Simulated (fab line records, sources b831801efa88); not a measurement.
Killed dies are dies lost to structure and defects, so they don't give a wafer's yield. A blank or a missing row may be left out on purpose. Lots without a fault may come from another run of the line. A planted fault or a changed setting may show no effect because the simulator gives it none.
One fault seen from 2 desks | flow gf180mcu | each desk has only its own numbers; what lay behind them comes last

THE TOOL OWNER'S DESK: pvd_sputter-02
The tool's own readings at GF_M2_SPUTTER_04 (material TiN, target thk 50 nm, time 41.7 s): means of the sampled wafers that have a number, for each lot that ran on this tool. A lot is out of limits, marked OUT, if its mean lies more than 4 standard deviations from the usual mean; the brackets give that distance.
Columns: A = throttle_valve_pct at GF_M2_SPUTTER_04, usual 30.2 %
lot  | first seen here | A
L853 | day 19 00:34    | 31.1
L858 | day 21 02:30    | 30.3
L860 | day 21 10:44    | 29.2
L870 | day 25 09:14    | 30.0
This desk's finding: nothing out of limits on any of the 4 lots.

THE METROLOGY DESK
What the gauges read, lot by lot, whatever tool the lot ran on: means of the sampled wafers that have a number. A lot is out of limits, marked OUT, if its mean lies more than 4 standard deviations from the usual mean; the brackets give that distance.
Columns: A = V1_BOW at GF_V1_BOW_MEAS_05, usual 81 um; B = M2_ALCU_RS at GF_M2_RS_MEAS_05, usual 0.0695 ohm/sq; C = M2_OVL at GF_M2_OVL_MEAS_15, usual 0 nm
lot  | first seen here | A  | B      | C
L851 | day 17 03:01    | 87 | 0.0692 | 6
L853 | day 17 22:44    | 89 | 0.0699 | 3
L855 | day 18 20:13    | 75 | 0.0692 | -4
L856 | day 19 01:14    | 80 | 0.0696 | -1
L857 | day 19 18:38    | 77 | 0.0703 | 4
L858 | day 20 00:24    | 86 | 0.0701 | -5
L859 | day 20 05:23    | 88 | 0.0702 | -7
L860 | day 20 08:55    | 73 | 0.0694 | 5
L861 | day 21 03:34    | 78 | 0.0692 | 1
L862 | day 21 06:30    | 93 | 0.0697 | 0
L863 | day 21 10:38    | 80 | 0.0701 | -4
L870 | day 24 10:13    | 75 | 0.0690 | -3
This desk's finding: nothing out of limits on any of the 12 lots.

PUT TOGETHER
The tool owner's desk saw nothing out of limits.
The metrology desk saw nothing out of limits.

WHAT THE SIMULATOR HAD PUT IN
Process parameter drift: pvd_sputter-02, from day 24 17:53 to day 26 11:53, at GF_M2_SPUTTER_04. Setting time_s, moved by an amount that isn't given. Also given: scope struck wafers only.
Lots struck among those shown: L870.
